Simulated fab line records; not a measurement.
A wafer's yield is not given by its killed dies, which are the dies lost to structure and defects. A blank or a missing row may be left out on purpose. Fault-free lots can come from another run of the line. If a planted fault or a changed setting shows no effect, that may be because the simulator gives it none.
8D (eight disciplines) problem report, filled in by code -- flow sky130 -- the parts of the form that need people (team, actions taken, sign-off) are left out

1. WHAT WENT WRONG
Wafers without a fault read 0.715 a.u. with a standard deviation of 0.0043, while oes-product-au at SKY_GATE_OXIDE_STRIP_13 averages 0.938 a.u. across 3 wafers of 1 lot. Relative to the usual mean, that is a shift of +52 standard deviations.
The step: strips in O2/N2.
Seen first at day 19 08:05 on plasma-asher-01, wafer L566.2. At this step, 39 wafers from 13 lots have a number in the record. Rule for "out" (also "out of limits"): further than 4 standard deviations from the usual mean. Any other wafer with a number is counted as sound.

2. WHAT IT IS; WHAT IT IS NOT
question,is,is not
which readings at this step,oes-product-au,drypump-motor-current-A
which lots,L566,"L552, L555, L556, L557, L558, L560, L561, L564, L565, L571, L573, L574"
which wafers of those lots,all that have a number,-
read on which tools,plasma-asher-01,"plasma-asher-02, plasma-asher-03"
when,from day 19 08:05,"up to then (27 sound wafers); but 9 sound wafers of L571, L573, L574 came after"

3. THE SUSPECTS, EACH WITH WHAT RULES IT OUT
Counting: a tool at any process step up to the reading remains a suspect when it ran all the lots that are out and ran no sound lot after the first of those.
- plasma-asher-01 at SKY_GATE_OXIDE_STRIP_13 (strips in O2/N2): kept. It ran the lot that is out, L566 (day 19 08:05), and no sound lot after that; its last sound lot up to then is L565 (day 18 23:31). Out on those wafers are its own readings of oes-product-au.
Remaining after the count: plasma-asher-01 at SKY_GATE_OXIDE_STRIP_13.

4. THE CAUSE (what the simulator had put in)
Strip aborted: plasma-asher-01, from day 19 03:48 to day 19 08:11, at SKY_GATE_OXIDE_STRIP_13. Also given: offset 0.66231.
After counting, this tool was the only one left.

5. THE CHAIN OF EFFECTS, in route order
One row per reading whose mean, taken over the struck wafers that have a number, lies over 3 standard deviations from the usual. Readings are gone through only where the record gives a usual standard deviation; hours: the median, over the lots, of the time from a lot's start at the first step in this table giving one to that lot's start at this step; sigmas: the change measured in usual standard deviations.
hours,step,reading,usual,on struck wafers,change,sigmas
0,SKY_GATE_OXIDE_STRIP_13,oes-product-au,0.715 a.u.,0.938,+0.223,+52
721,SKY_PAD_OPEN_PROBE_99,killed-at-front-end,15,419,+404,+99 or more
721,SKY_PAD_OPEN_PROBE_99,killed-dies,86,492,+406,+44
721,SKY_PAD_OPEN_PROBE_99,killed-on-rim,17,96,+79,+23
The process steps in it:
- SKY_GATE_OXIDE_STRIP_13: strips in O2/N2.
- SKY_PAD_OPEN_PROBE_99
Readings that are blank on the struck wafers while sound wafers have them: strip-time-to-endpoint-s at SKY_GATE_OXIDE_STRIP_13.

6. WHAT WOULD HAVE CAUGHT IT SOONER
In this record no reading fell out of limits until day 19 08:05, 4 hours after the fault had begun at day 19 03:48.
